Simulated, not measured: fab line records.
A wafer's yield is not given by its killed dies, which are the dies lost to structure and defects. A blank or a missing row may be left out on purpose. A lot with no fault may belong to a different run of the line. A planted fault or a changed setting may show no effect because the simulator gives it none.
Matching of chambers + flow sky130 + 3 sister chambers for SKY_PASSIVATION_CVD_00 on pecvd-03
The step deposits SiO2, target thk 90 nm. 6 wafers are shown with their chamber, then 8 later ones without.

## WAFERS PAIRED WITH THEIR CHAMBERS
| wafer  | chamber | heaterPowerW (W) |
|--------|---------|------------------|
| L080.1 | 2       | 482              |
| L080.2 | 1       | 702              |
| L080.4 | 1       | 709              |
| L082.4 | 2       | 559              |
| L082.6 | 0       | 692              |
| L085.1 | 0       | 571              |

## WAFERS WITH NO CHAMBER GIVEN
| wafer  | heaterPowerW (W) |
|--------|------------------|
| L085.2 | 667              |
| L085.3 | 578              |
| L096.1 | 596              |
| L096.3 | 606              |
| L096.6 | 715              |
| L097.2 | 687              |
| L097.4 | 647              |
| L097.6 | 696              |

## WHICH CHAMBER EACH ONE RAN IN
| wafer  | from the rows above          | in truth |
|--------|------------------------------|----------|
| L085.2 | can't be placed: 0 or 1 or 2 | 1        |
| L085.3 | can't be placed: 0 or 2 or 1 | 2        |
| L096.1 | can't be placed: 0 or 2 or 1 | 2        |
| L096.3 | can't be placed: 0 or 2 or 1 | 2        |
| L096.6 | can't be placed: 1 or 0      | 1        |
| L097.2 | can't be placed: 1 or 0      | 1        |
| L097.4 | can't be placed: 0 or 1 or 2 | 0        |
| L097.6 | can't be placed: 1 or 0      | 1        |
Correctly placed: 0 of 8. Cannot be placed on the basis of these rows: 8; the candidates contain the true chamber in 8. Placed wrongly: 0.
How it was worked out, from the rows above alone: a wafer's distance from a chamber is the root of the sum, over the readings, of the square of ((its reading less the chamber's mean) divided by the reading's scatter). If the next closest chamber is less than 2 further off than the closest, the wafer can't be placed; otherwise it belongs to the closest. A chamber's mean is the mean of its shown wafers. How the scatter is found: for the shown wafers, subtract from each reading the mean of its chamber, square and add these, divide the total by (wafers less chambers), then take the root.
